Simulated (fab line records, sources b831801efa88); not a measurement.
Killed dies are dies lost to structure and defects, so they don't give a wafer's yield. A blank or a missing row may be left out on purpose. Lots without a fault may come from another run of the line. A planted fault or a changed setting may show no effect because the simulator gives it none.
fab line records | flow sky130
record lots=14 wafers=42 last_day=50
route steps=708 shown METAL2@495
lots that met no fault: from a run of the same line without faults
start_h: hours from the record's first day to the start of the lot's first wafer shown | wait_h: hours since the lot's step before | " the same as in the row above | L1.1+2: a row that stands for several wafers | - no value, or no start given | * or withheld: withheld | < > ~ a bound
route shown NAME@n: a module of which the file shows steps, and the number in the route of the first | usual: mean/standard deviation of fault-free wafers | same: alike in all rows | chamber/n: place in a boat | sites: the reading at each site | _std_site: their standard deviation | _edge_site: outer sites' mean less inner sites' | radius_mm: how far each site lies from the wafer's centre | mask NAME#n: copy n | behind: the tool/chamber that last shaped the wafer | hold: why the lot was held/for how many hours/how that ended | device: the transistor (n, p or np) that didn't switch | end of line: the same wafers' tests at the end of the route | a step without rows: its recipe alone | killed: dies lost to structure and defects at the first sort, not the wafer's yield | map: a wafer's dies, x killed, . not, _ none there
set.NAME: the setting as run; set.NAME@STEP: as run at that earlier step | model.NAME: the simulator's own value behind a step, which no gauge read
steps of the route over a sample of lots; a table a step, a row a wafer
services: from which hour (start_h, from the record's first day; less than 0 if before it) a tool's chamber was out of use, for how many hours, and why
## steps
# step SKY_METAL2_EXPOSE_12
# recipe mask_id=MM2 na=0.8 source_shape=annular sigma_inner=0.55 sigma_outer=0.85 target_cd_nm=140 dose_mj=28
# usual exposure_dose_mJ_cm2=27.987/0.028 focus_offset_nm=0.0/0.56
# columns lot.wafer tool chamber start_h wait_h mask exposure_dose_mJ_cm2 focus_offset_nm
L694.1 krf_scanner-02 0 799.69 - MM2#0 27.970 -0.3
L694.4 " 0 " " MM2#0 28.039 0.2
L694.6 " 0 " " MM2#0 27.990 0.4
L696.2 krf_scanner-01 0 827.09 - MM2#0 27.972 -0.1
L696.5 " 0 " " MM2#0 27.968 -0.9
L696.6 " 0 " " MM2#0 27.959 -0.9
L697.1 krf_scanner-01 0 842.22 - MM2#0 27.990 -0.6
L697.3 " 0 " " MM2#0 28.038 -1.5
L697.6 " 0 " " MM2#0 28.016 -0.7
L701.2 krf_scanner-01 0 860.61 - MM2#0 28.012 0.6
L701.4 " 0 " " MM2#0 28.044 -0.3
L701.5 " 0 " " MM2#0 27.977 -0.6
L702.2 krf_scanner-01 0 868.11 - MM2#0 28.022 -0.3
L702.4 " 0 " " MM2#0 28.020 0.2
L702.6 " 0 " " MM2#0 27.992 -0.2
L703.3 krf_scanner-02 0 875.98 - MM2#0 27.952 1.1
L703.5 " 0 " " MM2#0 27.998 0.6
L703.6 " 0 " " MM2#0 27.995 0.4
L704.1 krf_scanner-01 0 885.49 - MM2#0 27.994 -0.1
L704.2 " 0 " " MM2#0 28.019 0.4
L704.5 " 0 " " MM2#0 27.987 0.7
L707.1 krf_scanner-02 0 904.32 - MM2#0 28.006 0.6
L707.2 " 0 " " MM2#0 28.011 0.6
L707.4 " 0 " " MM2#0 27.974 0.0
L706.2 krf_scanner-01 0 904.84 - MM2#0 27.993 0.4
L706.3 " 0 " " MM2#0 28.011 0.4
L706.5 " 0 " " MM2#0 27.944 0.3
L709.2 krf_scanner-02 0 915.41 - MM2#0 27.971 0.8
L709.3 " 0 " " MM2#0 27.921 1.6
L709.6 " 0 " " MM2#0 27.996 1.1
L711.1 krf_scanner-02 0 931.67 - MM2#0 27.987 0.3
L711.3 " 0 " " MM2#0 27.981 -0.1
L711.6 " 0 " " MM2#0 27.946 -0.1
L715.1 krf_scanner-02 - 966.60 - MM2#0 - -
L715.3 " - " " MM2#0 - -
L715.6 " - " " MM2#0 - -
L716.1 krf_scanner-02 - 975.57 - MM2#0 - -
L716.2 " - " " MM2#0 - -
L716.4 " - " " MM2#0 - -
L717.1 krf_scanner-02 0 987.55 - MM2#0 27.935 0.6
L717.2 " 0 " " MM2#0 27.932 0.3
L717.4 " 0 " " MM2#0 27.950 0.7
## services
# columns tool chamber start_h hours kind
krf_scanner-02 - 778.68 3.6 pm
krf_scanner-01 - 791.21 31.6 repair
krf_scanner-02 - 811.10 3.4 repair
krf_scanner-01 - 817.28 0.5 repair
krf_scanner-01 - 822.77 1.0 pm
krf_scanner-01 - 823.77 1.3 pm
krf_scanner-02 - 840.37 15.5 repair
krf_scanner-02 - 859.19 1.0 pm
krf_scanner-02 0 866.57 - calibration
krf_scanner-01 0 892.50 - calibration
krf_scanner-02 - 902.55 0.9 repair
krf_scanner-02 - 917.79 1.3 pm
krf_scanner-02 - 922.61 0.8 pm
krf_scanner-01 - 930.59 75.9 repair
krf_scanner-01 - 940.88 5.4 repair
krf_scanner-01 - 961.14 0.3 repair
## key
first_sign step=SKY_METAL2_EXPOSE_12 reading=tool_record direction=missing
effect none on later readings
met_at SKY_METAL2_EXPOSE_12
struck_lots L715,L716
later_rows_left_out L715.1,L715.3,L715.6,L716.1,L716.2,L716.4
sort_left_out L715.1,L715.3,L715.6,L716.1,L716.2,L716.4
onset_between 931.67 966.60
fault kind=skipped_step_whole tool=krf_scanner-02 chamber=- onset_h=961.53 steps=SKY_METAL2_EXPOSE_12 scope=struck_lots_only
# sort_left_out: the simulated sort isn't trusted on such a fault, so these wafers' sort isn't shown, and their yield isn't known
# later_rows_left_out: the simulator's readings of these wafers behind a module that went badly wrong aren't trusted and aren't shown, but for the sort
